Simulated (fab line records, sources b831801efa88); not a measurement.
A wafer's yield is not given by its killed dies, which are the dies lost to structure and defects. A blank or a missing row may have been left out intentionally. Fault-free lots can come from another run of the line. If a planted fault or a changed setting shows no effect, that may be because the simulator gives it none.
A sampling plan put to the test | flow gf180mcu | each of the 54 faults these records tell of, on one fab line, judged from the records of the lots it struck
The line's own looks make up the plan; these are the steps of the route where a gauge or inspection reads the wafer and leaves it unchanged. A look can be judged if struck wafers have a number there and the file gives its usual mean and standard deviation on fault-free wafers. Caught: at a look after the fault's first step, the mean of the struck wafers lies 4 or more of those standard deviations (sigma) from the usual mean. On the tool: the test repeated on the tool's own readings taken at the fault's steps. If the struck wafers alone have a blank record, or they carry another recipe, that too counts as caught.

THE FAULTS, as the simulator had put them in
1. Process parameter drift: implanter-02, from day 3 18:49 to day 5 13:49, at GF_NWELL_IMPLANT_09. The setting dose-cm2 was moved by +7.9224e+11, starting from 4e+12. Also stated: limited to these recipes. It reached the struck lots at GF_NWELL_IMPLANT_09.
2. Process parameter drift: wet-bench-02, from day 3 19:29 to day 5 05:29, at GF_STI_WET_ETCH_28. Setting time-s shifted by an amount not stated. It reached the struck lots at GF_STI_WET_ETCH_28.
3. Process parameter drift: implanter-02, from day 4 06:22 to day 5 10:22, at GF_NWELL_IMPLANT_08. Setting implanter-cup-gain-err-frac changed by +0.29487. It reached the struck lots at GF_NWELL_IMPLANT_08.
4. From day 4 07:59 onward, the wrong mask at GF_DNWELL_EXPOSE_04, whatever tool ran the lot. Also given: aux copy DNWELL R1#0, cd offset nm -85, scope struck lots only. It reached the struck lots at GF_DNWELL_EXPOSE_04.
5. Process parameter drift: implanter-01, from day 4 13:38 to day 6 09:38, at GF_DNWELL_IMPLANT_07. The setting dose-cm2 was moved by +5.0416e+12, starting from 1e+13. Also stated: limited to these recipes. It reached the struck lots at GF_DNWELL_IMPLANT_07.
6. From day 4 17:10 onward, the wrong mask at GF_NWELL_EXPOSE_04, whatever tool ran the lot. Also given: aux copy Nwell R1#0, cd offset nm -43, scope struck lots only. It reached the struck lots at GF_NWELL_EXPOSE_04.
7. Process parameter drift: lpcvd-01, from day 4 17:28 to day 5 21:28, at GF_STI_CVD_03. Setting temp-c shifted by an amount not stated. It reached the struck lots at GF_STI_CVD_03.
8. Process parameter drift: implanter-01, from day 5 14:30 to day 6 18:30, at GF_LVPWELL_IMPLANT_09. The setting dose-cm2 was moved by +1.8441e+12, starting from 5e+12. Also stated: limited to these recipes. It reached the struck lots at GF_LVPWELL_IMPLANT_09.
9. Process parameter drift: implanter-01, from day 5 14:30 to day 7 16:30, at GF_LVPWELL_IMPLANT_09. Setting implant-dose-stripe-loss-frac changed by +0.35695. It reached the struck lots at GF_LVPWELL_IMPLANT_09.
10. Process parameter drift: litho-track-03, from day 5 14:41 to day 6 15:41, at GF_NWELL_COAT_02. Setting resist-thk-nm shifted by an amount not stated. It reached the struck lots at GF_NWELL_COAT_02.
11. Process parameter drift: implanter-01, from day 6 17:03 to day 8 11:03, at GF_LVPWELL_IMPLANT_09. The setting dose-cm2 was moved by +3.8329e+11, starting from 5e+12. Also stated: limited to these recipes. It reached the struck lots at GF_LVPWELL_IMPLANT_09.
12. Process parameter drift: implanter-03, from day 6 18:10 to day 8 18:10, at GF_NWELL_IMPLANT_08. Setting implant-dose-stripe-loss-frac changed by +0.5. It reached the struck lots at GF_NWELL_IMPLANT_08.
13. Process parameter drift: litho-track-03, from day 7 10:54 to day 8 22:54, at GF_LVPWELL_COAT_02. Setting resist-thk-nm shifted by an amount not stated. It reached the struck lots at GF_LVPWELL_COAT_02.
14. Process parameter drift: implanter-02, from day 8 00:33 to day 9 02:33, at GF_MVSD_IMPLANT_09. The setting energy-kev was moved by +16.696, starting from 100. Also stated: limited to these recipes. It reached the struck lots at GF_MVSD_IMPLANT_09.
15. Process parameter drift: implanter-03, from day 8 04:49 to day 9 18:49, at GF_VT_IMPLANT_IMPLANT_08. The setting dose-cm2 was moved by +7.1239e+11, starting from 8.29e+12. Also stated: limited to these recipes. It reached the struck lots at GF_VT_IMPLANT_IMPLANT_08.
16. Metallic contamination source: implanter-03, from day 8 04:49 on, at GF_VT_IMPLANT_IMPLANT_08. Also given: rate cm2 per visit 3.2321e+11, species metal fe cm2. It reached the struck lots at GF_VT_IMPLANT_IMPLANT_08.
17. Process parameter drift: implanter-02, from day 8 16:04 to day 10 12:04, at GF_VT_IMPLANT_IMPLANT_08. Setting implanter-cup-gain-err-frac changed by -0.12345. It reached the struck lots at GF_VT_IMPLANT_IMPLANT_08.
18. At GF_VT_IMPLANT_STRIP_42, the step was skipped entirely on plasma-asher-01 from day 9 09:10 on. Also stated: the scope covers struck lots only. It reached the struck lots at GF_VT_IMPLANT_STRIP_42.
19. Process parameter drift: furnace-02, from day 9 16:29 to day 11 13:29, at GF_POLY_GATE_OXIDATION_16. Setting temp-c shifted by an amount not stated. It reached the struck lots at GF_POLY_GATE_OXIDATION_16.
20. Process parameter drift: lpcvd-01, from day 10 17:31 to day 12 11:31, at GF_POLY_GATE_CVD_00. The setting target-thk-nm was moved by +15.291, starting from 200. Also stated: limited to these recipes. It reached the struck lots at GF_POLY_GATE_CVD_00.
21. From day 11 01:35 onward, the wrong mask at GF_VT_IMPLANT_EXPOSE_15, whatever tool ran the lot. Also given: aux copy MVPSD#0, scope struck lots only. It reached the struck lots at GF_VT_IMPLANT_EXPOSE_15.
22. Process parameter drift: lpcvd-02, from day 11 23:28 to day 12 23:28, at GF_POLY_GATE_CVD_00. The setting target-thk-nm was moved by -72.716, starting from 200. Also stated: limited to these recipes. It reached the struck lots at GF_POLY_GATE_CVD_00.
23. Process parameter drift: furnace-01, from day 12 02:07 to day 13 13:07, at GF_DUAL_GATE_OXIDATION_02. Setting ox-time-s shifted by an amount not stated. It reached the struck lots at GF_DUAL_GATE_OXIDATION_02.
24. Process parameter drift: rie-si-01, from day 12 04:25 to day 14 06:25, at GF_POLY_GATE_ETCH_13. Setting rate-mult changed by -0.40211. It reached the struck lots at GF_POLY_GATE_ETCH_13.
25. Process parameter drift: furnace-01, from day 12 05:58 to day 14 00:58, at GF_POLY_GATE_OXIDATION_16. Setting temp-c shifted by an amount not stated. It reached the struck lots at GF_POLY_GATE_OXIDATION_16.
26. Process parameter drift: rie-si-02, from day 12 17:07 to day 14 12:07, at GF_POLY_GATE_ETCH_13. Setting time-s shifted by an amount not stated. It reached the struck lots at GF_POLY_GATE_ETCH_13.
27. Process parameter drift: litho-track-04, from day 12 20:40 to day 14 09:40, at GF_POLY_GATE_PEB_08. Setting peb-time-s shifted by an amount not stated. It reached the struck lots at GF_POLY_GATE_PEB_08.
28. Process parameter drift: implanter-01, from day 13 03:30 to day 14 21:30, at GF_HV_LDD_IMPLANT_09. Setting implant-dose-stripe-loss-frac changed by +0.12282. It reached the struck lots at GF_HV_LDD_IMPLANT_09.
29. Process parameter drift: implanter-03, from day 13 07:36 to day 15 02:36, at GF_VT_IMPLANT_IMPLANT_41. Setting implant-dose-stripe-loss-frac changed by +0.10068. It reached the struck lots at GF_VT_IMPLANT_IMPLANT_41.
30. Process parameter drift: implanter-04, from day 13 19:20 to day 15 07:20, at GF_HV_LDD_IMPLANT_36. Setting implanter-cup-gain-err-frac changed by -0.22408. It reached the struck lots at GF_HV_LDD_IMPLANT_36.
31. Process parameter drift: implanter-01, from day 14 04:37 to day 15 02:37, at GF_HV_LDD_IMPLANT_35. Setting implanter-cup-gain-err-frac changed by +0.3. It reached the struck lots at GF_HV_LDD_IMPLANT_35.
32. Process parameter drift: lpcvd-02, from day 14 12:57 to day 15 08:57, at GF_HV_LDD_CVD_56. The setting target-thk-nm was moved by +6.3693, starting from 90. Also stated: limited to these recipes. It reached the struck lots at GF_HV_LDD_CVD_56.
33. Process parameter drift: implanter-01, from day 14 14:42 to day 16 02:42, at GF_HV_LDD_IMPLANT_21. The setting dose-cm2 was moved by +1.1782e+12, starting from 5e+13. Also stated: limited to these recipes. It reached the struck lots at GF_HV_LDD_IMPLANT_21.
34. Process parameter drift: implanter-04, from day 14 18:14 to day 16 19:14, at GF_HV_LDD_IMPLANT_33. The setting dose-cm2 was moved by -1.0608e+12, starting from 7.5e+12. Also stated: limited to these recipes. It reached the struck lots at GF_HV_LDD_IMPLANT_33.
35. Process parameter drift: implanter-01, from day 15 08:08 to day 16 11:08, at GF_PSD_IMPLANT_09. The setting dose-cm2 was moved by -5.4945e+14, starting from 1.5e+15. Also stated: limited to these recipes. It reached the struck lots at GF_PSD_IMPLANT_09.
36. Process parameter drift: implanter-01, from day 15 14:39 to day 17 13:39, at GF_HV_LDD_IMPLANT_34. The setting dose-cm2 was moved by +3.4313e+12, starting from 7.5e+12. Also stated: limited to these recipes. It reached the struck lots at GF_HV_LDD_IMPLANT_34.
37. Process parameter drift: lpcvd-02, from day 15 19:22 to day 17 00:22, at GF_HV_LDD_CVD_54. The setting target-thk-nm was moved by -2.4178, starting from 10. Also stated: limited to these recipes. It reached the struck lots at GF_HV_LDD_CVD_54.
38. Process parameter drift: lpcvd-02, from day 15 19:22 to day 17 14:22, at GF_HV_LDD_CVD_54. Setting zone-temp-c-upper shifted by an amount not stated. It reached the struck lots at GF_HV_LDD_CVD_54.
39. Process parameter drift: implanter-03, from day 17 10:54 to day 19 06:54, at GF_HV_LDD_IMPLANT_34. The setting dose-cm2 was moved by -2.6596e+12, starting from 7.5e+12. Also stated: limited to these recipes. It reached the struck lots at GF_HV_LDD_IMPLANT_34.
40. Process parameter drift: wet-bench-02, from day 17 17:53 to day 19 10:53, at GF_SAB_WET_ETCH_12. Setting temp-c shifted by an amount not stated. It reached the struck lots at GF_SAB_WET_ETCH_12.
41. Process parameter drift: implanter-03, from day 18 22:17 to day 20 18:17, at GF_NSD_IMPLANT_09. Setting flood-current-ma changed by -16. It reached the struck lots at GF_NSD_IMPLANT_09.
42. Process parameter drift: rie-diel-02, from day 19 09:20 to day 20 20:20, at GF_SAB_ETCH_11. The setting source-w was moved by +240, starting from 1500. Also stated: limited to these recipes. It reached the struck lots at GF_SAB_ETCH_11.
43. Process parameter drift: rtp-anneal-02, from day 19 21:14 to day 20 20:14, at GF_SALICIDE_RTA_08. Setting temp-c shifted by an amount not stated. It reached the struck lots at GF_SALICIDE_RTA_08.
44. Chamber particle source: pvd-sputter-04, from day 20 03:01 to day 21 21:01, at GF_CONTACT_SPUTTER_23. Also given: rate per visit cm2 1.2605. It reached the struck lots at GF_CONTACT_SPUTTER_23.
45. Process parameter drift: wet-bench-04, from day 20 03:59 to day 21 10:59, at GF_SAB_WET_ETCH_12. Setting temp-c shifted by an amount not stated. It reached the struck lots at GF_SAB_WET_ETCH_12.
46. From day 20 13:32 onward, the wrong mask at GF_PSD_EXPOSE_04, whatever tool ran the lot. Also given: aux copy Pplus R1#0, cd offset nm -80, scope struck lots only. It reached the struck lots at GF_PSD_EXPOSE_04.
47. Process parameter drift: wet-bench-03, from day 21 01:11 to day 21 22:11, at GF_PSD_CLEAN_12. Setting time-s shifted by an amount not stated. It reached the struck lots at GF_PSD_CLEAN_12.
48. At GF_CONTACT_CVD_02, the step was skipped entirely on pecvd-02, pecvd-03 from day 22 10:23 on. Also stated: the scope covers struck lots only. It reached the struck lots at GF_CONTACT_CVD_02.
49. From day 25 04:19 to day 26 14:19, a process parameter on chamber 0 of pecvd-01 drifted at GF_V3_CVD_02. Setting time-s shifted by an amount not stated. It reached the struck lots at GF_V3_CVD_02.
50. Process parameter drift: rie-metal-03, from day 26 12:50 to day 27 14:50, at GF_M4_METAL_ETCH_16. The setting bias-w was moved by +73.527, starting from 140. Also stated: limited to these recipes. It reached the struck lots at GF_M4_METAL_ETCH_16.
51. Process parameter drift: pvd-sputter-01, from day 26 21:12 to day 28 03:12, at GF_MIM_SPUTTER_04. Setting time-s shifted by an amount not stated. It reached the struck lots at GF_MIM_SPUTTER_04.
52. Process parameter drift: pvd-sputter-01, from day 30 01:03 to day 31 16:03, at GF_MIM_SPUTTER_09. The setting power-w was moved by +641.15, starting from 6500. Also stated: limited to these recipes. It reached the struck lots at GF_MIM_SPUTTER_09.
53. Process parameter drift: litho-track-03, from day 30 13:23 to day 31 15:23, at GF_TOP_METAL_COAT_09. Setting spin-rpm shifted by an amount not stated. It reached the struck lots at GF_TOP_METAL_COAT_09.
54. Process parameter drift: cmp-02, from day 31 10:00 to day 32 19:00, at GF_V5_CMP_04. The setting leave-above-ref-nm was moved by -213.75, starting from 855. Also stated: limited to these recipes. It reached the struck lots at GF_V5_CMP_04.

WHAT THE PLAN SAW
fault | on the tool itself                               | first look that catches it                      | reading, sigma                                             | median hours from its first step to that look | hours from the fault's start to the first struck lot there | judged looks passed uncaught
1     | dose-ions-cm2 +99 or beyond sigma                | GF_VT_IMPLANT_RS_MEAS_47                        | NWELL_RS -10                                               | 110.2                                         | 112                                                        | 0
2     | run-length-s +16 sigma                           | none of the 4 looks that can be judged after it | -                                                          | -                                             | -                                                          | 4
3     | faraday-current-uA +14 sigma                     | GF_NWELL_TW_MEAS_11                             | NWELL_TW -9.2                                              | 0.4                                           | 6                                                          | 0
4     | no reading that can be judged                    | no look after it can be judged                  | -                                                          | -                                             | -                                                          | 0
5     | dose-ions-cm2 +99 or beyond sigma                | GF_DNWELL_TW_MEAS_09                            | DNWELL_TW +15                                              | 0.2                                           | 12                                                         | 0
6     | under 2 sigma                                    | no look after it can be judged                  | -                                                          | -                                             | -                                                          | 0
7     | susceptor-temp-C +25 sigma                       | GF_STI_THK_MEAS_04                              | STI_CVD_03_THK +15                                         | 2.5                                           | 5                                                          | 0
8     | dose-ions-cm2 +99 or beyond sigma                | GF_VT_IMPLANT_RS_MEAS_48                        | LVPWELL_RS -19                                             | 99.1                                          | 100                                                        | 1
9     | no reading that can be judged                    | GF_VT_IMPLANT_RS_MEAS_48                        | LVPWELL_RS +15                                             | 99.1                                          | 100                                                        | 0
10    | under 2 sigma                                    | not the one look that can be judged after it    | -                                                          | -                                             | -                                                          | 1
11    | dose-ions-cm2 +77 sigma                          | none of the 3 looks that can be judged after it | strongest: LVPWELL_RS at GF_VT_IMPLANT_RS_MEAS_48, -3.6    | -                                             | -                                                          | 3
12    | no reading that can be judged                    | GF_NWELL_TW_MEAS_11                             | NWELL_TW -12                                               | 0.4                                           | 6                                                          | 0
13    | no reading that can be judged                    | no look after it can be judged                  | -                                                          | -                                             | -                                                          | 0
14    | beam-energy-keV +99 or beyond sigma              | none of the 2 looks that can be judged after it | strongest: MVSD_RS at GF_VT_IMPLANT_RS_MEAS_46, +3.1       | -                                             | -                                                          | 2
15    | dose-ions-cm2 +76 sigma                          | none of the 3 looks that can be judged after it | strongest: VT_IMPLANT_TW at GF_VT_IMPLANT_TW_MEAS_10, +3.4 | -                                             | -                                                          | 3
16    | no reading that can be judged                    | none of the 5 looks that can be judged after it | -                                                          | -                                             | -                                                          | 5
17    | beam-on-s +5.4 sigma                             | GF_VT_IMPLANT_TW_MEAS_10                        | VT_IMPLANT_TW +4.7                                         | 0.2                                           | 10                                                         | 0
18    | the tool's record is blank for the struck wafers | no look after it can be judged                  | -                                                          | -                                             | -                                                          | 0
19    | spike-tc-upper-C -34 sigma                       | GF_POLY_GATE_THK_MEAS_17                        | POLY_GATE_OXIDATION_THK -19                                | 1.3                                           | 6                                                          | 0
20    | under 2 sigma                                    | GF_POLY_GATE_THK_MEAS_01                        | POLY_GATE_CVD_00_THK +7.0                                  | 1.3                                           | 4                                                          | 0
21    | no reading that can be judged                    | GF_VT_IMPLANT_TW_MEAS_21                        | VT_IMPLANT_2_TW -98                                        | 9.1                                           | 11                                                         | 0
22    | no reading that can be judged                    | GF_POLY_GATE_THK_MEAS_01                        | POLY_GATE_CVD_00_THK -34                                   | 2.2                                           | 7                                                          | 0
23    | under 2 sigma                                    | GF_DUAL_GATE_THK_MEAS_03                        | DUAL_GATE_OXIDATION_00_THK +8.0                            | 1.5                                           | 5                                                          | 0
24    | oes-product-au -31 sigma                         | no look after it can be judged                  | -                                                          | -                                             | -                                                          | 0
25    | tube-center-temp-C +99 or beyond sigma           | GF_POLY_GATE_THK_MEAS_17                        | POLY_GATE_OXIDATION_THK +22                                | 1.3                                           | 4                                                          | 0
26    | run-length-s -35 sigma                           | none of the 2 looks that can be judged after it | -                                                          | -                                             | -                                                          | 2
27    | under 2 sigma                                    | GF_POLY_GATE_CD_MEAS_10                         | cd-nm -5.0                                                 | 0.3                                           | 5                                                          | 0
28    | under 2 sigma                                    | GF_HV_LDD_RS_MEAS_53                            | HV_LDD_RS +18                                              | 66.9                                          | 84                                                         | 1
29    | no reading that can be judged                    | none of the 8 looks that can be judged after it | -                                                          | -                                             | -                                                          | 8
30    | beam-on-s +14 sigma                              | GF_HV_LDD_RS_MEAS_53                            | HV_LDD_RS -7.0                                             | 20.8                                          | 26                                                         | 1
31    | faraday-current-uA +14 sigma                     | GF_HV_LDD_RS_MEAS_53                            | HV_LDD_RS +5.7                                             | 22.5                                          | 35                                                         | 1
32    | under 2 sigma                                    | GF_HV_LDD_THK_MEAS_57                           | HV_LDD_CVD_56_THK +9.0                                     | 1.4                                           | 1                                                          | 0
33    | dose-ions-cm2 +26 sigma                          | no look after it can be judged                  | -                                                          | -                                             | -                                                          | 0
34    | dose-ions-cm2 -99 or beyond sigma                | GF_HV_LDD_RS_MEAS_53                            | HV_LDD_RS +4.2                                             | 25.3                                          | 37                                                         | 0
35    | dose-ions-cm2 -99 or beyond sigma                | GF_PSD_TW_MEAS_11                               | PSD_TW -12                                                 | 0.2                                           | 4                                                          | 0
36    | dose-ions-cm2 +99 or beyond sigma                | GF_HV_LDD_TW_MEAS_38                            | HV_LDD_3_TW +5.9                                           | 0.5                                           | 16                                                         | 0
37    | under 2 sigma                                    | GF_HV_LDD_THK_MEAS_55                           | HV_LDD_CVD_54_THK -16                                      | 1.0                                           | 4                                                          | 0
38    | spike-tc-upper-C +26 sigma                       | GF_HV_LDD_THK_MEAS_55                           | HV_LDD_CVD_54_THK +12                                      | 1.0                                           | 4                                                          | 0
39    | dose-ions-cm2 -99 or beyond sigma                | GF_HV_LDD_TW_MEAS_38                            | HV_LDD_3_TW -4.6                                           | 0.5                                           | 7                                                          | 0
40    | temp-c -51 sigma                                 | no look after it can be judged                  | -                                                          | -                                             | -                                                          | 0
41    | no reading that can be judged                    | none of the 8 looks that can be judged after it | -                                                          | -                                             | -                                                          | 8
42    | rf-fwd-power-W +32 sigma                         | no look after it can be judged                  | -                                                          | -                                             | -                                                          | 0
43    | wafer_temp_C_max +99 or beyond sigma             | no look after it can be judged                  | -                                                          | -                                             | -                                                          | 0
44    | under 2 sigma                                    | not the one look that can be judged after it    | -                                                          | -                                             | -                                                          | 1
45    | temp-c +40 sigma                                 | no look after it can be judged                  | -                                                          | -                                             | -                                                          | 0
46    | no reading that can be judged                    | GF_PSD_CD_MEAS_07                               | cd-nm -35                                                  | 12.3                                          | 17                                                         | 0
47    | run-length-s -37 sigma                           | no look after it can be judged                  | -                                                          | -                                             | -                                                          | 0
48    | the tool's record is blank for the struck wafers | no look after it can be judged                  | -                                                          | -                                             | -                                                          | 0
49    | run-length-s -12 sigma                           | GF_V3_THK_MEAS_03                               | V3_CVD_02_THK -6.8                                         | 0.1                                           | 12                                                         | 0
50    | bias-w +99 or beyond sigma                       | not the one look that can be judged after it    | -                                                          | -                                             | -                                                          | 1
51    | under 2 sigma                                    | none of the 5 looks that can be judged after it | -                                                          | -                                             | -                                                          | 5
52    | cathode-dc-power-W +99 or beyond sigma           | none of the 4 looks that can be judged after it | -                                                          | -                                             | -                                                          | 4
53    | spin-speed-rpm -90 sigma                         | no look after it can be judged                  | -                                                          | -                                             | -                                                          | 0
54    | under 2 sigma                                    | not the one look that can be judged after it    | -                                                          | -                                             | -                                                          | 1
A dash: this means the fault isn't caught or the number doesn't appear in these records.

Caught at a look: 27 of 54. Caught on the tool: 33 of 54. By one or the other: 44 of 54.
Caught on the tool alone: faults 2, 11, 14, 15, 18, 24, 26, 33, 40, 42, 43, 45, 47, 48, 50, 52, 53.
Caught at a look alone: faults 9, 12, 20, 21, 22, 23, 27, 28, 32, 37, 46.
Caught by neither: faults 4, 6, 10, 13, 16, 29, 41, 44, 51, 54.

THINNER SAMPLING
In the worst case, this is how late the first struck lot would be measured if the look that catches a fault measured only every second or every third lot, by lot number:
fault | struck lots at that look, in order of time | every lot | every second lot | every third lot
1     | L740, L742, L743                           | 112 h     | 131 h            | may miss all 3
3     | L168, L169                                 | 6 h       | 9 h              | may miss all 2
5     | L811, L813                                 | 12 h      | may miss all 2   | may miss all 2
7     | L289, L291                                 | 5 h       | may miss all 2   | may miss all 2
8     | L868, L869                                 | 100 h     | 107 h            | may miss all 2
9     | L234, L235                                 | 100 h     | 107 h            | may miss all 2
12    | L939, L941, L942                           | 6 h       | 23 h             | may miss all 3
17    | L318, L321                                 | 10 h      | 29 h             | may miss all 2
19    | L200, L205                                 | 6 h       | 44 h             | may miss all 2
20    | L112, L113                                 | 4 h       | 13 h             | may miss all 2
21    | L391                                       | 11 h      | may miss it      | may miss it
22    | L610, L612                                 | 7 h       | may miss all 2   | may miss all 2
23    | L352, L353, L354                           | 5 h       | 13 h             | 17 h
25    | L980, L981                                 | 4 h       | 12 h             | may miss all 2
27    | L791, L793                                 | 5 h       | may miss all 2   | may miss all 2
28    | L629, L630                                 | 84 h      | 96 h             | may miss all 2
30    | L975, L976                                 | 26 h      | 30 h             | may miss all 2
31    | L196, L197                                 | 35 h      | 42 h             | may miss all 2
32    | L468, L467                                 | 1 h       | 2 h              | may miss all 2
34    | L622, L624                                 | 37 h      | may miss all 2   | may miss all 2
35    | L798, L800                                 | 4 h       | may miss all 2   | may miss all 2
36    | L931, L932                                 | 16 h      | 29 h             | may miss all 2
37    | L339, L340                                 | 4 h       | 13 h             | may miss all 2
38    | L815, L816                                 | 4 h       | 13 h             | may miss all 2
39    | L585, L587, L589                           | 7 h       | may miss all 3   | 39 h
46    | L868                                       | 17 h      | may miss it      | may miss it
49    | L169                                       | 12 h      | may miss it      | may miss it
The hour figures run from when the fault began to the first measured lot among those it struck. 4 sigma limit: tested on the pooled struck wafers, so a lone lot may be under it. Other struck lots may not be in these records.

THE LONGEST TIMED WAY FROM STEP TO LOOK
Fault 1: median gap of 110.2 hours between GF_NWELL_IMPLANT_09 and GF_VT_IMPLANT_RS_MEAS_47. No look between them can be judged.
